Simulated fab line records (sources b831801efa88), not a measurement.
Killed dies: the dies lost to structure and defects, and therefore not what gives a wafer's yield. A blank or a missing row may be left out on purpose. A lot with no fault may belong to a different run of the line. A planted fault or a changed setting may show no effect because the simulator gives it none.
fab line records    flow sky130
[record] lots = 5  wafers = 15  lastDay = 50
route steps=708 shown METAL2@504 VIA2@507 PAD_OPEN@708
lots that met no fault: from a run of the same line without faults
startH: the number of hours between the record's first day and the start of the first shown wafer of the lot    waitH: time in hours since the lot's previous step    " unchanged from the row above    L1.1+2: several wafers, shown together as one row    - either no value or no given start    * or withheld: withheld    < > ~ a bound
route shown NAME@n: a module of which the file shows steps, and the number in the route of the first    usual: mean/standard deviation taken from wafers without a fault    same: alike in all rows    chamber/n: place in a boat    sites: the reading at each site    _std_site: how widely they spread, as a standard deviation    _edge_site: outer sites' mean less inner sites'    radiusMm: how far each site lies from the wafer's centre    mask NAME#n: copy n    behind: the tool/chamber that last shaped the wafer    hold: why the lot went on hold/how many hours it stayed there/how the hold came to an end    device: which transistor (n, p or np) failed to switch    end of line: the same wafers' tests at the end of the route    a step given without rows: its recipe and nothing more    killed: at the first sort, the dies lost to defects and structure; wafer yield is something else    map: a wafer's dies, marking killed ones x, the rest . and places with no die _
set.NAME: setting as actually run; set.NAME@STEP: the setting as run at that earlier step    model.NAME: the simulator's own value behind a step, which no gauge read
a table for each step, a row for each wafer; lots at some steps of the route
services: a tool's chamber out of use, with start hour (startH, from the record's first day; less than 0 if before it), hours out, and reason
[[steps]]
[step SKY_METAL2_STRIP_21]
[recipe] chemistry = postEtchResidueRemover  timeS = 1200  tempC = 72.5
[step SKY_METAL2_CLEAN_22]
[recipe] chemistry = IPA  timeS = 180  tempC = 25
[step SKY_METAL2_CLEAN_23]
[recipe] chemistry = O3/DIW  dry = n2Spin
[step SKY_VIA2_HDPCVD_00]
[recipe] material = SiO2  targetThkNm = 1180  sigmaOpenFrac = 0.3  timeS = 196.7  tempC = 400  sih4FlowSccm = 60  pressureMtorr = 6
[step SKY_VIA2_THK_MEAS_01]
[recipe] reads = SiO2_of_VIA2_HDPCVD_00
[usual] VIA2_HDPCVD_THK = 1174/12
lot.wafer  tool          chamber  startH  waitH  VIA2_HDPCVD_THK[nm]
L697.1     filmMetro-03  -        858.20  0.1    1180
L697.3     "             -        "       "      1170
L697.4     "             -        "       "      1176
L698.4     filmMetro-04  -        865.83  0.0    1178
L698.5     "             -        "       "      1196
L698.6     "             -        "       "      1180
L701.2     filmMetro-04  -        887.58  0.1    1178
L701.3     "             -        "       "      1161
L701.5     "             -        "       "      1170
L707.3     filmMetro-01  -        936.86  0.1    1154
L707.4     "             -        "       "      1164
L707.6     "             -        "       "      1167
L715.2     filmMetro-03  -        990.36  0.1    1180
L715.3     "             -        "       "      1171
L715.6     "             -        "       "      1169
[step SKY_VIA2_CMP_02]
[recipe] material = SiO2  downForcePsi = 4  platenRpm = 60  padVelocityMS = 0.94248
[usual] motorCurrentA = 12.1/0.82
lot.wafer  tool    chamber  startH  waitH  motorCurrentA
L697.4     cmp-01  3        858.26  0.0    12.5
L697.3     "       0        "       "      12.1
L697.1     "       1        "       "      12.0
L698.4     cmp-01  2        865.91  0.1    12.7
L698.6     "       1        "       "      11.4
L698.5     "       2        "       "      12.9
L701.3     cmp-01  0        887.63  0.0    12.1
L701.2     "       3        "       "      11.7
L701.5     "       0        "       "      12.0
L707.3     cmp-01  2        939.78  2.9    12.7
L707.4     "       1        "       "      11.9
L707.6     "       3        "       "      11.9
L715.3     cmp-01  3        990.60  0.2    12.2
L715.2     "       2        "       "      11.6
L715.6     "       3        "       "      12.2
[step SKY_VIA2_BOW_MEAS_03]
[recipe] mode = bow
[usual] VIA2_BOW = 85/7.2
lot.wafer  tool          chamber  startH  waitH  VIA2_BOW[um]
L697.1     filmMetro-03  -        858.56  0.1    80
L697.3     "             -        "       "      87
L697.4     "             -        "       "      89
L698.4     filmMetro-03  -        866.22  0.3    73
L698.5     "             -        "       "      81
L698.6     "             -        "       "      75
L701.2     filmMetro-01  -        887.95  0.1    82
L701.3     "             -        "       "      84
L701.5     "             -        "       "      89
L707.3     filmMetro-03  -        940.12  0.3    82
L707.4     "             -        "       "      88
L707.6     "             -        "       "      94
L715.2     filmMetro-04  -        990.92  0.1    82
L715.3     "             -        "       "      90
L715.6     "             -        "       "      92
[step SKY_VIA2_DEHYDRATE_04]
[recipe] tempC = 200  timeS = 60
[step SKY_VIA2_HMDS_05]
[recipe] primeTimeS = 60  primeTempC = 120
[step SKY_VIA2_COAT_06]
[recipe] resist = BARC  tempC = withheld  timeS = withheld  spinRpm = 3000  resistThkNm = 60
[step SKY_VIA2_COAT_07]
[recipe] resist = KrF-thick  spinRpm = 3000  resistThkNm = 450
[step SKY_VIA2_SOFTBAKE_08]
[recipe] tempC = 100  timeS = 90  resist = KrF-thick
[step SKY_VIA2_EXPOSE_09]
[recipe] maskId = VIM2  na = 0.8  sourceShape = annular  sigmaInner = 0.55  sigmaOuter = 0.85  targetCdNm = 200  doseMj = 38
[usual] exposureDoseMJCm2 = 38.00/0.041
[same] na = 0.8
lot.wafer  tool           chamber  startH   waitH  mask    exposureDoseMJCm2
L697.1     krfScanner-01  0        872.24   -      VIM2#0  38.06
L697.3     "              0        "        "      VIM2#0  38.04
L697.4     "              0        "        "      VIM2#0  38.04
L698.4     krfScanner-02  0        879.77   -      VIM2#0  37.98
L698.5     "              0        "        "      VIM2#0  38.03
L698.6     "              0        "        "      VIM2#0  37.96
L701.2     krfScanner-01  0        901.40   -      VIM2#0  38.05
L701.3     "              0        "        "      VIM2#0  37.99
L701.5     "              0        "        "      VIM2#0  37.98
L707.3     krfScanner-01  0        951.53   -      VIM2#0  38.71
L707.4     "              0        "        "      VIM2#0  38.69
L707.6     "              0        "        "      VIM2#0  38.76
L715.2     krfScanner-02  0        1001.78  -      VIM2#0  37.93
L715.3     "              0        "        "      VIM2#0  38.01
L715.6     "              0        "        "      VIM2#0  37.99
[step SKY_VIA2_PEB_10]
[recipe] pebTempC = withheld  pebTimeS = withheld  resist = KrF-thick
[step SKY_VIA2_DEVELOP_11]
[recipe] developTimeS = 60  resist = KrF-thick  devTempC = 21
[step SKY_VIA2_CD_MEAS_12]
[recipe] targetCdNm = 200
[usual] cdNm = 200.3/1.5
lot.wafer  tool      chamber  startH   waitH  cdNm
L697.1     cdSem-01  -        884.88   -      199.5
L697.3     "         -        "        "      201.3
L697.4     "         -        "        "      200.2
L698.4     cdSem-02  -        892.44   -      201.8
L698.5     "         -        "        "      201.8
L698.6     "         -        "        "      201.3
L701.2     cdSem-01  -        913.63   -      200.9
L701.3     "         -        "        "      202.2
L701.5     "         -        "        "      200.4
L707.3     cdSem-02  -        963.60   -      189.4
L707.4     "         -        "        "      194.5
L707.6     "         -        "        "      179.0
L715.2     cdSem-02  -        1013.59  -      200.3
L715.3     "         -        "        "      201.5
L715.6     "         -        "        "      201.2
[step SKY_VIA2_OVL_MEAS_13]
[usual] VIA2_OVL = 0/7
lot.wafer  tool        chamber  startH   waitH  VIA2_OVL[nm]
L697.1     overlay-02  -        885.00   0.1    13
L697.3     "           -        "        "      9
L697.4     "           -        "        "      9
L698.4     overlay-01  -        892.52   0.1    -7
L698.5     "           -        "        "      5
L698.6     "           -        "        "      -6
L701.2     overlay-01  -        913.74   0.1    -8
L701.3     "           -        "        "      -9
L701.5     "           -        "        "      -10
L707.3     overlay-01  -        963.70   0.1    8
L707.4     "           -        "        "      -1
L707.6     "           -        "        "      -4
L715.2     overlay-01  -        1013.70  0.1    11
L715.3     "           -        "        "      -1
L715.6     "           -        "        "      4
[step SKY_VIA2_ETCH_14]
[recipe] chemistry = N2/H2  target = BARC  ionEnergyEv = 200  sourceW = 500  biasW = 100  pressureMtorr = 30  n2FlowSccm = 100  h2FlowSccm = 200  stopOn = SiO2  timeS = 45.9  targetDepthA = 600
[usual] drypumpMotorCurrentA = 5.8/0.46  oesProductAu = 0.855/0.0049  throttleValvePct = 13.225/0.0081
lot.wafer  tool        chamber  startH   waitH  drypumpMotorCurrentA  oesProductAu  rfHoursCounterH  throttleValvePct  model.VIA2.cdNm
L697.1     rieDiel-02  0        885.04   0.0    6.0                   0.853         14               13.221            199.2
L697.3     "           3        "        "      5.9                   0.859         10               13.226            200.3
L697.4     "           2        "        "      5.2                   0.856         9                13.222            199.1
L698.4     rieDiel-04  3        892.56   0.0    5.7                   0.861         -                13.203            202.1
L698.5     "           2        "        "      6.3                   0.862         -                13.228            201.7
L698.6     "           1        "        "      6.3                   0.865         -                13.230            201.3
L701.2     rieDiel-01  0        913.77   0.0    4.9                   0.852         4                13.223            201.4
L701.3     "           1        "        "      5.9                   0.851         9                13.228            201.9
L701.5     "           1        "        "      5.9                   0.857         -                13.228            200.2
L707.3     rieDiel-02  0        963.72   0.0    6.1                   0.851         17               13.218            189.3
L707.4     "           1        "        "      5.7                   0.856         12               13.223            194.3
L707.6     "           2        "        "      5.2                   0.861         -                13.216            178.8
L715.2     rieDiel-01  3        1013.73  0.0    6.6                   0.859         20               13.230            199.1
L715.3     "           1        "        "      6.0                   0.853         12               13.203            202
L715.6     "           2        "        "      5.5                   0.864         -                13.220            201.3
[step SKY_VIA2_ETCH_15]
[recipe] target = SiO2  chemistry = C4F8/O2/Ar  targetDepthNm = 546  stopOn = TiN  maskMaterial = KrF-thick  sourceW = 1500  biasW = 1200  pressureMtorr = 40  c4f8FlowSccm = withheld  O2_flow_sccm = 6  Ar_flow_sccm = 300  timeS = 84
[usual] oesProductAu = 0.940/0.0047
lot.wafer  tool        chamber  startH   waitH  oesProductAu  rfHoursCounterH  model.VIA2.cdNm
L697.1     rieDiel-02  0        885.08   0.0    0.936         14               194.3
L697.3     "           3        "        "      0.949         10               205.6
L697.4     "           2        "        "      0.934         9                196.2
L698.4     rieDiel-04  3        892.61   0.0    0.933         -                202.2
L698.5     "           2        "        "      0.937         -                202.7
L698.6     "           1        "        "      0.929         -                197.7
L701.2     rieDiel-01  0        913.81   0.0    0.942         4                199.8
L701.3     "           1        "        "      0.940         9                202.6
L701.5     "           1        "        "      0.934         -                202.1
L707.3     rieDiel-02  0        963.76   0.0    0.936         17               184.1
L707.4     "           1        "        "      0.934         12               191.3
L707.6     "           2        "        "      0.943         -                175.7
L715.2     rieDiel-01  3        1013.77  0.0    0.944         20               192.5
L715.3     "           1        "        "      0.938         12               195.9
L715.6     "           2        "        "      0.943         -                199.1
[step SKY_VIA2_STRIP_16]
[recipe] chemistry = O2/N2  powerW = 1400  pressureMtorr = 1500  platenTempC = withheld  o2FlowSccm = 3000  n2FlowSccm = 300  overashFraction = 0.5
[usual] drypumpMotorCurrentA = 5.4/0.36  oesProductAu = 0.399/0.0047  stripTimeToEndpointS = 4.046/0.024
lot.wafer  tool            chamber  startH   waitH  drypumpMotorCurrentA  oesProductAu  rfHoursCounterH  stripTimeToEndpointS
L697.1     plasmaAsher-03  0        885.15   0.0    5.3                   0.398         72               4.027
L697.3     "               1        "        "      4.9                   0.400         -                4.088
L697.4     "               0        "        "      5.3                   0.405         -                4.072
L698.4     plasmaAsher-02  0        892.68   0.0    5.7                   0.401         -                4.043
L698.5     "               1        "        "      5.8                   0.398         -                4.036
L698.6     "               0        "        "      5.7                   0.402         -                4.036
L701.2     plasmaAsher-01  0        913.88   0.0    5.1                   0.391         17               4.050
L701.3     "               0        "        "      5.1                   0.407         -                4.075
L701.5     "               0        "        "      5.1                   0.402         -                4.089
L707.3     plasmaAsher-01  1        963.86   0.1    5.4                   0.398         -                3.994
L707.4     "               0        "        "      5.1                   0.407         -                4.030
L707.6     "               0        "        "      5.1                   0.394         -                4.047
L715.2     plasmaAsher-03  0        1013.83  0.0    5.3                   0.399         85               4.055
L715.3     "               0        "        "      5.3                   0.394         -                4.042
L715.6     "               0        "        "      5.3                   0.402         -                4.075
[step SKY_PAD_OPEN_PROBE_99]
[usual] defectLimitedYield = 82.4/2  killed_at_M0_to_M3 = 44/6.5  killed_at_M4_up = 3.3/1.7  killedAtContacts = 25/5.3  killedAtFrontEnd = 15/5  killedAtOther = 0.2/0.47  killedDies = 87/9.9  killedOpen = 47/8  killedShort = 39/6.1  sort_bin_3_pad_short = 0.9/0.43  sort_bin_5_function = 10.4/1.5  sort_bin_6_memory = 6.2/1.2  sortNPass = 405/9.9  sortYieldPct = 82.4/2
[same] grossDies = 492  killedAtBackSide = 0  sort_bin_4_leakage[%] = 0  sort_bin_8_speed[%] = 0
lot.wafer  tool       chamber  startH   waitH  defectLimitedYield[%]  killed_at_M0_to_M3  killed_at_M4_up  killedAtContacts  killedAtFrontEnd  killedAtOther  killedDies  killedOpen  killedShort  sort_bin_3_pad_short[%]  sort_bin_5_function[%]  sort_bin_6_memory[%]  sortNPass  sortYieldPct[%]
L698.4     prober-01  -        1113.63  0.2    83.3                   36                  6                26                14                0              82          43          39           0.8                      10.8                    5.1                   410        83.3
L698.5     prober-01  -        1113.68  0.2    83.5                   38                  6                19                17                1              81          47          34           1.2                      10.2                    5.1                   411        83.5
L698.6     prober-01  -        1113.73  0.2    82.5                   37                  2                24                22                1              86          50          36           1.0                      10.2                    6.3                   406        82.5
L701.2     prober-02  -        1128.45  0.1    82.7                   37                  5                25                17                1              85          37          48           1.8                      9.1                     6.3                   407        82.7
L701.3     prober-02  -        1128.50  0.2    83.5                   43                  3                22                13                0              81          43          38           0.4                      10.6                    5.5                   411        83.5
L701.5     prober-02  -        1128.60  0.2    80.3                   49                  3                21                24                0              97          53          44           1.2                      12.6                    5.9                   395        80.3
L707.3     prober-02  -        1165.04  0.2    80.5                   42                  5                31                18                0              96          62          34           1.4                      11.8                    6.3                   396        80.5
L707.4     prober-02  -        1165.09  0.2    80.7                   49                  3                26                17                0              95          51          44           1.0                      9.3                     8.9                   397        80.7
L707.6     prober-02  -        1165.19  0.2    77.6                   60                  3                27                20                0              110         44          50           0.8                      13.2                    8.3                   382        77.6
// killed by level:class
L698.4 CONTACT:geometricParticle:open=12 VIA1:geometricParticle:open=6 METAL2:geometricParticle:short=6 VIA3:geometricParticle:open=6 FIELD_ISO:geometricParticle:open=5 LI_CONTACT:geometricParticle:open=5 METAL1:geometricParticle:short=5 METAL4:geometricParticle:short=5
L698.5 VIA1:geometricParticle:open=10 VIA3:geometricParticle:open=8 LI_CONTACT:geometricParticle:open=6 FIELD_ISO:geometricParticle:open=5 POLY_GATE:geometricParticle:short=5 METAL1:geometricParticle:short=5 CONTACT:geometricParticle:open=5 LI_CONTACT:geometricParticle:short=4
L698.6 CONTACT:geometricParticle:open=11 VIA1:geometricParticle:open=9 METAL1:geometricParticle:short=8 FIELD_ISO:geometricParticle:open=7 FIELD_ISO:geometricParticle:short=5 LI_CONTACT:geometricParticle:open=5 METAL2:geometricParticle:short=5 VIA3:geometricParticle:open=5
L701.2 VIA1:geometricParticle:open=9 LI_CONTACT:geometricParticle:open=8 VIA3:geometricParticle:open=7 CONTACT:geometricParticle:short=6 METAL2:geometricParticle:short=6 POLY_GATE:geometricParticle:short=4 LI_CONTACT:geometricParticle:short=4 CONTACT:geometricParticle:open=4
L701.3 VIA1:geometricParticle:open=8 CONTACT:geometricParticle:open=7 VIA2:geometricParticle:open=7 FIELD_ISO:geometricParticle:short=6 CONTACT:geometricParticle:short=6 METAL3:geometricParticle:short=6 LI_CONTACT:geometricParticle:open=5 VIA3:geometricParticle:open=5
L701.5 CONTACT:geometricParticle:open=9 VIA3:geometricParticle:open=8 VIA1:geometricParticle:open=8 VIA2:geometricParticle:open=8 FIELD_ISO:geometricParticle:short=7 METAL2:geometricParticle:short=6 VIA1:geometricParticle:short=5 POLY_CUT:geometricParticle:open=4
L707.3 VIA1:geometricParticle:open=15 CONTACT:geometricParticle:open=10 LI_CONTACT:geometricParticle:open=8 CONTACT:geometricParticle:short=8 VIA2:geometricParticle:open=7 FIELD_ISO:geometricParticle:open=6 FIELD_ISO:geometricParticle:short=4 METAL1:geometricParticle:short=4
L707.4 VIA1:geometricParticle:open=10 VIA3:geometricParticle:open=9 METAL2:geometricParticle:short=7 LI_CONTACT:geometricParticle:open=7 CONTACT:geometricParticle:open=7 FIELD_ISO:geometricParticle:short=6 FIELD_ISO:geometricParticle:open=6 CONTACT:geometricParticle:short=6
L707.6 VIA2:areaExpose=16 CONTACT:geometricParticle:open=10 FIELD_ISO:geometricParticle:short=7 VIA3:geometricParticle:open=7 METAL2:geometricParticle:short=7 VIA1:geometricParticle:short=7 VIA1:geometricParticle:open=7 LOCAL_INTERCONNECT:geometricParticle:short=6
[[services]]
tool           chamber  startH   hours  kind
krfScanner-01  -        838.01   3.6    pm
krfScanner-01  -        841.57   1.3    pm
rieDiel-02     -        849.63   0.9    repair
krfScanner-01  -        852.30   7.2    pm
krfScanner-02  -        864.04   1.3    pm
krfScanner-01  -        876.11   4.0    pm
rieDiel-01     0        876.25   1.9    repair
krfScanner-01  -        880.13   1.0    pm
rieDiel-04     0        882.07   48.4   repair
cmp-01         -        900.88   0.4    repair
rieDiel-01     0        901.89   1.3    repair
cmp-01         -        912.00   4.0    pm
rieDiel-01     1        917.03   2.5    repair
krfScanner-02  -        918.88   0.8    pm
cmp-01         -        936.08   2.0    repair
rieDiel-02     2        939.54   6.5    repair
krfScanner-01  -        965.13   0.8    pm
rieDiel-02     2        970.29   10.5   repair
cmp-01         -        974.10   1.0    repair
rieDiel-01     2        979.89   3.0    repair
cmp-01         -        983.39   4.4    pm
rieDiel-02     0        986.08   10.7   repair
rieDiel-02     0        1009.67  21.2   repair
rieDiel-02     2        1012.58  4.7    repair
[[key]]
[firstSign] step = SKY_VIA2_EXPOSE_09  reading = exposureDoseMJCm2  direction = up  sigmas = 17  usual = *  struck = *
[effect] step = SKY_VIA2_CD_MEAS_12  reading = cdNm  direction = down  sigmas = 8.6  usual = 200.3  struck = 187.6  through = controlLoop
[modelEffect] step = SKY_VIA2_ETCH_14  value = VIA2.cdNm  without = 199.4  struck = 187.5
[modelEffect] step = SKY_VIA2_ETCH_15  value = VIA2.cdNm  without = 195.6  struck = 183.7
metAt SKY_VIA2_EXPOSE_09
struckWafers L707.3,L707.4,L707.6
[loopTrim] step = SKY_VIA2_EXPOSE_09  setting = dose  lots = L707
onsetBetween 901.40 951.53
[fault] kind = processParameterDrift  tool = krfScanner-01  chamber = -  onsetH = 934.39  steps = SKY_VIA2_EXPOSE_09  channel = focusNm  offset = 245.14  spreadByWafer = 0.3  shape = step  endH = 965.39
// loopTrim: a control loop set the setting to another value than it would have without faults
